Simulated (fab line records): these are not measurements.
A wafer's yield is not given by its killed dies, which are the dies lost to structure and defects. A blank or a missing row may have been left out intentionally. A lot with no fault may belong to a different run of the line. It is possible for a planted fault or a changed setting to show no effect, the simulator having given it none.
fab line records	flow sky130
[record] lots = 6	wafers = 18	lastDay = 50
route steps=708 shown VT_ADJUST_LVTN@117 VT_ADJUST_NCORE@119 VT_ADJUST_HVTR@131 VT_ADJUST_PCH@143
lots with no fault: from the same line, run without faults
startH: the number of hours between the record's first day and the start of the first shown wafer of the lot	waitH: hours from the lot's prior step to this one	" identical to the entry in the row above	L1.1+2: several wafers, shown together as one row	- no value present, or no start provided	* or withheld: withheld	< > ~ a bound
route shown NAME@n: a module of which the file shows steps, and the number in the route of the first	usual: mean/standard deviation taken from wafers without a fault	same: alike in all rows	chamber/n: place in a boat	sites: readings site by site	_std_site: standard deviation of those values	_edge_site: inner sites' mean taken away from outer sites' mean	radiusMm: how far each site lies from the wafer's centre	mask NAME#n: copy n	behind: the most recent tool/chamber to have shaped the wafer	hold: reason for holding the lot/hours on hold/outcome of the hold	device: the n, p or np transistor that did not switch	end of line: tests of these same wafers at the route's end	where a step has no rows: the recipe by itself	killed: dies lost to structure and defects at the first sort, not the wafer's yield	map: per-die view of a wafer (x killed, . not killed, _ where there is no die)
set.NAME: the setting as run; set.NAME@STEP: as run at that earlier step	model.NAME: the simulator's own value behind a step, which no gauge read
a table for each step, a row for each wafer; lots at some steps of the route
services: the hour from which a tool's chamber was out of use, counted from the record's first day as startH (under 0 if before that day), plus the number of hours and why
[[steps]]
[step SKY_VT_ADJUST_LVTN_STRIP_20]
[recipe] chemistry = O2/N2	powerW = 1400	pressureMtorr = 1500	platenTempC = withheld	o2FlowSccm = 3000	n2FlowSccm = 300	overashFraction = 0.5
[usual] chamberPressureMTorr = 1500.0/1.3	drypumpMotorCurrentA = 5.7/0.45	oesProductAu = 0.716/0.0043	stripTimeToEndpointS = 14.17/0.036
lot.wafer	tool	chamber	startH	waitH	chamberPressureMTorr	drypumpMotorCurrentA	oesProductAu	rfHoursCounterH	stripTimeToEndpointS
L222.1	plasmaAsher-01	0	170.09	0.1	1499.2	6.3	0.714	5	14.18
L222.3	"	1	"	"	1499.4	5.4	0.713	-	14.19
L222.4	"	0	"	"	1499.9	6.3	0.722	-	14.21
L229.1	plasmaAsher-02	0	216.05	0.1	1501.7	5.8	0.714	54	14.16
L229.4	"	0	"	"	1501.9	5.9	0.716	-	14.14
L229.5	"	1	"	"	1498.6	4.9	0.711	-	14.15
L230.1	plasmaAsher-02	0	221.74	0.1	1500.7	5.8	0.715	54	14.22
L230.3	"	0	"	"	1501.8	5.8	0.725	-	14.22
L230.4	"	1	"	"	1500.1	4.9	0.712	-	14.23
L240.1	plasmaAsher-01	0	290.35	0.1	1501.3	6.3	0.711	18	14.08
L240.2	"	1	"	"	1498.9	5.4	0.714	18	14.17
L240.5	"	0	"	"	1500.5	6.3	0.715	-	14.11
L241.3	plasmaAsher-01	1	302.44	0.1	1500.0	5.4	0.713	-	14.15
L241.4	"	0	"	"	1500.9	6.3	0.714	-	14.15
L241.5	"	1	"	"	1500.8	5.4	0.718	-	14.16
L243.2	plasmaAsher-01	0	315.30	0.1	1502.1	6.2	0.715	21	14.11
L243.3	"	0	"	"	1497.7	6.2	0.720	-	14.18
L243.5	"	0	"	"	1498.8	6.3	0.714	-	14.13
[step SKY_VT_ADJUST_LVTN_TW_MEAS_21]
[usual] VT_ADJUST_LVTN_2_TW = 187.5/1.2
lot.wafer	tool	chamber	startH	waitH	VT_ADJUST_LVTN_2_TW
L222.1	filmMetro-01	-	170.19	0.1	186.7
L222.3	"	-	"	"	186.6
L222.4	"	-	"	"	187.3
L229.1	filmMetro-02	-	216.15	0.1	186.0
L229.4	"	-	"	"	187.2
L229.5	"	-	"	"	186.9
L230.1	filmMetro-02	-	221.84	0.1	186.6
L230.3	"	-	"	"	186.2
L230.4	"	-	"	"	185.9
L240.1	filmMetro-01	-	290.45	0.1	187.8
L240.2	"	-	"	"	187.1
L240.5	"	-	"	"	187.0
L241.3	filmMetro-01	-	302.52	0.1	187.7
L241.4	"	-	"	"	188.0
L241.5	"	-	"	"	187.3
L243.2	filmMetro-02	-	315.41	0.1	186.8
L243.3	"	-	"	"	186.4
L243.5	"	-	"	"	186.2
[step SKY_VT_ADJUST_NCORE_DEHYDRATE_00]
[recipe] tempC = 200	timeS = 60
[step SKY_VT_ADJUST_NCORE_HMDS_01]
[recipe] primeTimeS = 60	primeTempC = 120
[step SKY_VT_ADJUST_NCORE_COAT_02]
[recipe] resist = NOVOLAK	spinRpm = 3000	resistThkNm = 1140
[step SKY_VT_ADJUST_NCORE_SOFTBAKE_03]
[recipe] tempC = 90	timeS = 58.28	resist = NOVOLAK
[step SKY_VT_ADJUST_NCORE_EXPOSE_04]
[recipe] maskId = LVTN_COMPLEMENT_THIN	na = 0.6	sourceShape = conventional	sigmaOuter = 0.6	polarization = unpolarized	targetCdNm = 380	doseMj = 139
[step SKY_VT_ADJUST_NCORE_PEB_05]
[recipe] tempC = withheld	timeS = *	resist = NOVOLAK
[step SKY_VT_ADJUST_NCORE_DEVELOP_06]
[recipe] resist = NOVOLAK	developer = TMAH	developTimeS = 60	devTempC = 23
[step SKY_VT_ADJUST_NCORE_CD_MEAS_07]
[recipe] targetCdNm = 380
[usual] cdNm = 380.3/2.9
lot.wafer	tool	chamber	startH	waitH	cdNm
L222.1	cdSem-02	-	190.51	0.1	376.5
L222.3	"	-	"	"	375.9
L222.4	"	-	"	"	377.0
L229.1	cdSem-01	-	239.11	0.1	385.6
L229.4	"	-	"	"	384.0
L229.5	"	-	"	"	383.1
L230.1	cdSem-02	-	245.25	0.1	383.2
L230.3	"	-	"	"	381.4
L230.4	"	-	"	"	380.3
L240.1	cdSem-02	-	316.31	0.1	383.5
L240.2	"	-	"	"	381.6
L240.5	"	-	"	"	379.7
L241.3	cdSem-02	-	328.79	0.1	386.2
L241.4	"	-	"	"	387.0
L241.5	"	-	"	"	386.6
L243.2	cdSem-01	-	342.07	0.1	380.3
L243.3	"	-	"	"	382.5
L243.5	"	-	"	"	381.2
[step SKY_VT_ADJUST_NCORE_OVL_MEAS_08]
[usual] VT_ADJUST_NCORE_OVL = 0.3/1.6
lot.wafer	tool	chamber	startH	waitH	VT_ADJUST_NCORE_OVL[nm]
L222.1	overlay-01	-	190.63	0.1	0.2
L222.3	"	-	"	"	0.1
L222.4	"	-	"	"	-1.5
L229.1	overlay-01	-	239.23	0.1	2.6
L229.4	"	-	"	"	1.5
L229.5	"	-	"	"	1.9
L230.1	overlay-01	-	245.37	0.1	1.5
L230.3	"	-	"	"	1.9
L230.4	"	-	"	"	1.9
L240.1	overlay-01	-	316.43	0.1	1.8
L240.2	"	-	"	"	2.3
L240.5	"	-	"	"	2.2
L241.3	overlay-02	-	328.88	0.1	-0.1
L241.4	"	-	"	"	-0.5
L241.5	"	-	"	"	-0.1
L243.2	overlay-01	-	342.18	0.1	4.7
L243.3	"	-	"	"	2.7
L243.5	"	-	"	"	2.0
[step SKY_VT_ADJUST_NCORE_IMPLANT_09]
[recipe] species = B	energyKev = 10	doseCm2 = 2.4e+12	tiltDeg = withheld
[step SKY_VT_ADJUST_NCORE_STRIP_10]
[recipe] chemistry = O2/N2	powerW = 1400	pressureMtorr = 1500	platenTempC = withheld	o2FlowSccm = 3000	n2FlowSccm = 300	overashFraction = 0.5
[usual] chamberPressureMTorr = 1500.1/1.4	drypumpMotorCurrentA = 5.6/0.43	oesProductAu = 0.715/0.005	stripTimeToEndpointS = 14.20/0.045
lot.wafer	tool	chamber	startH	waitH	chamberPressureMTorr	drypumpMotorCurrentA	oesProductAu	rfHoursCounterH	stripTimeToEndpointS	model.NOVOLAK_of_VT_ADJUST_NCORE_COAT_02.thkNm
L222.1	plasmaAsher-02	1	190.82	0.1	1500.9	4.9	0.712	51	14.18	0
L222.3	"	0	"	"	1499.4	5.9	0.725	-	14.15	0
L222.4	"	1	"	"	1498.3	4.9	0.715	-	14.18	0
L229.1	plasmaAsher-03	0	239.42	0.1	-	-	-	-	-	1145
L229.4	"	1	"	"	-	-	-	-	-	1147
L229.5	"	0	"	"	-	-	-	-	-	1144
L230.1	plasmaAsher-02	1	245.56	0.1	-	-	-	-	-	1145
L230.3	"	0	"	"	-	-	-	-	-	1145
L230.4	"	1	"	"	-	-	-	-	-	1143
L240.1	plasmaAsher-04	0	316.62	0.1	1497.2	6.1	0.707	56	14.08	0
L240.2	"	1	"	"	1498.7	6.0	0.719	56	14.11	0
L240.5	"	1	"	"	1498.8	6.0	0.718	-	14.14	0
L241.3	plasmaAsher-03	0	329.09	0.1	1498.5	5.5	0.719	-	14.15	0
L241.4	"	1	"	"	1501.2	5.9	0.717	-	14.13	0
L241.5	"	1	"	"	1499.7	5.9	0.731	-	14.15	0
L243.2	plasmaAsher-03	1	342.36	0.1	1499.8	5.9	0.715	52	14.13	0
L243.3	"	1	"	"	1499.8	6.0	0.716	-	14.14	0
L243.5	"	0	"	"	1502.2	5.6	0.717	-	14.12	0
[step SKY_VT_ADJUST_NCORE_TW_MEAS_11]
[usual] VT_ADJUST_NCORE_TW = 218.8/1.2
lot.wafer	tool	chamber	startH	waitH	VT_ADJUST_NCORE_TW
L222.1	filmMetro-04	-	190.92	0.1	220.0
L222.3	"	-	"	"	220.5
L222.4	"	-	"	"	220.6
L229.1	filmMetro-03	-	239.52	0.1	218.8
L229.4	"	-	"	"	219.2
L229.5	"	-	"	"	219.8
L230.1	filmMetro-02	-	245.66	0.1	217.8
L230.3	"	-	"	"	218.6
L230.4	"	-	"	"	217.6
L240.1	filmMetro-04	-	316.72	0.1	220.0
L240.2	"	-	"	"	218.2
L240.5	"	-	"	"	219.0
L241.3	filmMetro-04	-	329.18	0.1	218.6
L241.4	"	-	"	"	220.5
L241.5	"	-	"	"	220.4
L243.2	filmMetro-03	-	342.47	0.1	218.6
L243.3	"	-	"	"	218.3
L243.5	"	-	"	"	218.2
[step SKY_VT_ADJUST_HVTR_DEHYDRATE_00]
[recipe] tempC = 200	timeS = 60
[step SKY_VT_ADJUST_HVTR_HMDS_01]
[recipe] primeTimeS = 60	primeTempC = 120
[step SKY_VT_ADJUST_HVTR_COAT_02]
[recipe] resist = NOVOLAK	spinRpm = 3000	resistThkNm = 1140
[step SKY_VT_ADJUST_HVTR_SOFTBAKE_03]
[recipe] tempC = 90	timeS = 60	resist = NOVOLAK
[step SKY_VT_ADJUST_HVTR_EXPOSE_04]
[recipe] maskId = HVTRM	targetCdNm = 380	na = 0.6	sourceShape = conventional	sigmaOuter = 0.6	doseMj = 150
[step SKY_VT_ADJUST_HVTR_PEB_05]
[recipe] tempC = withheld	timeS = *	resist = NOVOLAK
[step SKY_VT_ADJUST_HVTR_DEVELOP_06]
[recipe] developTimeS = 60	devTempC = 23
[step SKY_VT_ADJUST_HVTR_CD_MEAS_07]
[recipe] targetCdNm = 380
[usual] cdNm = 379.1/2.9
lot.wafer	tool	chamber	startH	waitH	cdNm
L222.1	cdSem-01	-	211.51	0.1	378.9
L222.3	"	-	"	"	376.5
L222.4	"	-	"	"	378.9
L229.1	cdSem-01	-	263.06	0.1	375.6
L229.4	"	-	"	"	376.7
L229.5	"	-	"	"	375.4
L230.1	cdSem-01	-	269.17	0.1	378.7
L230.3	"	-	"	"	381.1
L230.4	"	-	"	"	380.1
L240.1	cdSem-01	-	343.37	0.1	382.6
L240.2	"	-	"	"	381.8
L240.5	"	-	"	"	381.1
L241.3	cdSem-01	-	356.26	0.1	380.9
L241.4	"	-	"	"	382.5
L241.5	"	-	"	"	380.2
L243.2	cdSem-01	-	369.73	0.1	376.7
L243.3	"	-	"	"	375.3
L243.5	"	-	"	"	372.8
[step SKY_VT_ADJUST_HVTR_OVL_MEAS_08]
[usual] VT_ADJUST_HVTR_OVL = -0.1/1.7
lot.wafer	tool	chamber	startH	waitH	VT_ADJUST_HVTR_OVL[nm]
L222.1	overlay-01	-	211.63	0.1	-0.4
L222.3	"	-	"	"	1.3
L222.4	"	-	"	"	-0.8
L229.1	overlay-01	-	263.18	0.1	0.0
L229.4	"	-	"	"	1.2
L229.5	"	-	"	"	1.7
L230.1	overlay-02	-	269.29	0.1	2.0
L230.3	"	-	"	"	0.9
L230.4	"	-	"	"	1.1
L240.1	overlay-01	-	343.49	0.1	-1.8
L240.2	"	-	"	"	-2.3
L240.5	"	-	"	"	-2.5
L241.3	overlay-02	-	356.35	0.1	2.5
L241.4	"	-	"	"	2.2
L241.5	"	-	"	"	2.1
L243.2	overlay-02	-	369.84	0.1	-0.8
L243.3	"	-	"	"	0.9
L243.5	"	-	"	"	0.2
[step SKY_VT_ADJUST_HVTR_IMPLANT_09]
[recipe] species = B	energyKev = 10	doseCm2 = 2.1e+12	tiltDeg = withheld
[step SKY_VT_ADJUST_HVTR_STRIP_10]
[recipe] chemistry = O2/N2	powerW = 1400	pressureMtorr = 1500	platenTempC = withheld	o2FlowSccm = 3000	n2FlowSccm = 300	overashFraction = 0.5
[usual] chamberPressureMTorr = 1500.2/1.4	drypumpMotorCurrentA = 5.9/0.31	oesProductAu = 0.715/0.0047	stripTimeToEndpointS = 14.18/0.035
lot.wafer	tool	chamber	startH	waitH	chamberPressureMTorr	drypumpMotorCurrentA	oesProductAu	rfHoursCounterH	stripTimeToEndpointS
L222.1	plasmaAsher-04	0	211.82	0.1	1498.5	6.1	0.723	46	14.17
L222.3	"	1	"	"	1497.7	6.0	0.715	-	14.21
L222.4	"	0	"	"	1499.5	6.1	0.715	-	14.23
L229.1	plasmaAsher-01	1	263.37	0.1	1501.9	5.4	0.719	15	31.30
L229.4	"	0	"	"	1499.3	6.3	0.716	-	31.29
L229.5	"	1	"	"	1499.1	5.4	0.713	-	31.30
L230.1	plasmaAsher-04	1	269.47	0.1	1499.8	6.0	0.722	52	31.28
L230.3	"	0	"	"	1498.5	6.1	0.722	-	31.35
L230.4	"	1	"	"	1500.3	6.0	0.714	-	31.31
L240.1	plasmaAsher-04	1	343.67	0.1	1500.4	6.0	0.722	59	14.12
L240.2	"	0	"	"	1501.6	6.1	0.712	59	14.14
L240.5	"	0	"	"	1498.9	6.1	0.723	-	14.14
L241.3	plasmaAsher-01	1	356.56	0.1	1502.1	5.4	0.709	-	14.23
L241.4	"	0	"	"	1501.2	6.2	0.716	-	14.20
L241.5	"	0	"	"	1501.3	6.2	0.715	-	14.23
L243.2	plasmaAsher-01	0	370.02	0.1	1500.4	6.2	0.712	26	14.18
L243.3	"	0	"	"	1498.8	6.2	0.715	-	14.19
L243.5	"	0	"	"	1500.1	6.2	0.712	-	14.18
[step SKY_VT_ADJUST_HVTR_TW_MEAS_11]
[usual] VT_ADJUST_HVTR_TW = 211.1/1.6
lot.wafer	tool	chamber	startH	waitH	VT_ADJUST_HVTR_TW
L222.1	filmMetro-01	-	211.92	0.1	209.3
L222.3	"	-	"	"	209.5
L222.4	"	-	"	"	208.5
L229.1	filmMetro-01	-	263.47	0.1	29.8
L229.4	"	-	"	"	29.7
L229.5	"	-	"	"	29.9
L230.1	filmMetro-01	-	269.57	0.1	29.9
L230.3	"	-	"	"	29.6
L230.4	"	-	"	"	29.7
L240.1	filmMetro-04	-	343.77	0.1	212.5
L240.2	"	-	"	"	212.6
L240.5	"	-	"	"	213.5
L241.3	filmMetro-03	-	356.64	0.1	208.8
L241.4	"	-	"	"	210.9
L241.5	"	-	"	"	210.6
L243.2	filmMetro-03	-	370.13	0.1	211.9
L243.3	"	-	"	"	211.3
L243.5	"	-	"	"	212.0
[step SKY_VT_ADJUST_PCH_DEHYDRATE_00]
[recipe] tempC = 200	timeS = 60
[[services]]
tool	chamber	startH	hours	kind
plasmaAsher-04	-	162.61	2.8	pm
plasmaAsher-04	-	184.66	18.0	repair
plasmaAsher-03	-	243.60	2.8	pm
plasmaAsher-03	-	286.62	5.5	repair
plasmaAsher-03	-	353.31	1.8	repair
plasmaAsher-03	-	357.79	8.6	repair
[[key]]
[firstSign] step = SKY_VT_ADJUST_NCORE_STRIP_10	reading = toolRecord	direction = missing
[effect] step = SKY_VT_ADJUST_HVTR_STRIP_10	reading = stripTimeToEndpointS	direction = up	sigmas = 99+	usual = *	struck = *
[effect] step = SKY_VT_ADJUST_HVTR_TW_MEAS_11	reading = VT_ADJUST_HVTR_TW	direction = down	sigmas = 99+	usual = 211.1	struck = 29.8
[modelEffect] step = SKY_VT_ADJUST_NCORE_STRIP_10	value = NOVOLAK_of_VT_ADJUST_NCORE_COAT_02.thkNm	without = 0	struck = 1145
metAt SKY_VT_ADJUST_NCORE_STRIP_10
struckWafers L229.1,L229.4,L229.5,L230.1,L230.3,L230.4
sortLeftOut L229.1,L229.4,L229.5,L230.1,L230.3,L230.4
testerLeftOut L229,L230
onsetBetween 190.82 239.42
[fault] kind = skippedStepWhole	tool = plasmaAsher-02,plasmaAsher-03	chamber = -	onsetH = 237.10	steps = SKY_VT_ADJUST_NCORE_STRIP_10	scope = struckLotsOnly
// testerLeftOut: of these lots the tester's yield and bins aren't shown, on N5 and GAA mostly nor the transistor test; their killed dies are dies lost to structure and defects alone, not to doping, threshold or leakage, so they don't give the yield
// sortLeftOut: the simulated sort isn't trusted on such a fault, so these wafers' sort isn't shown, and their yield isn't known
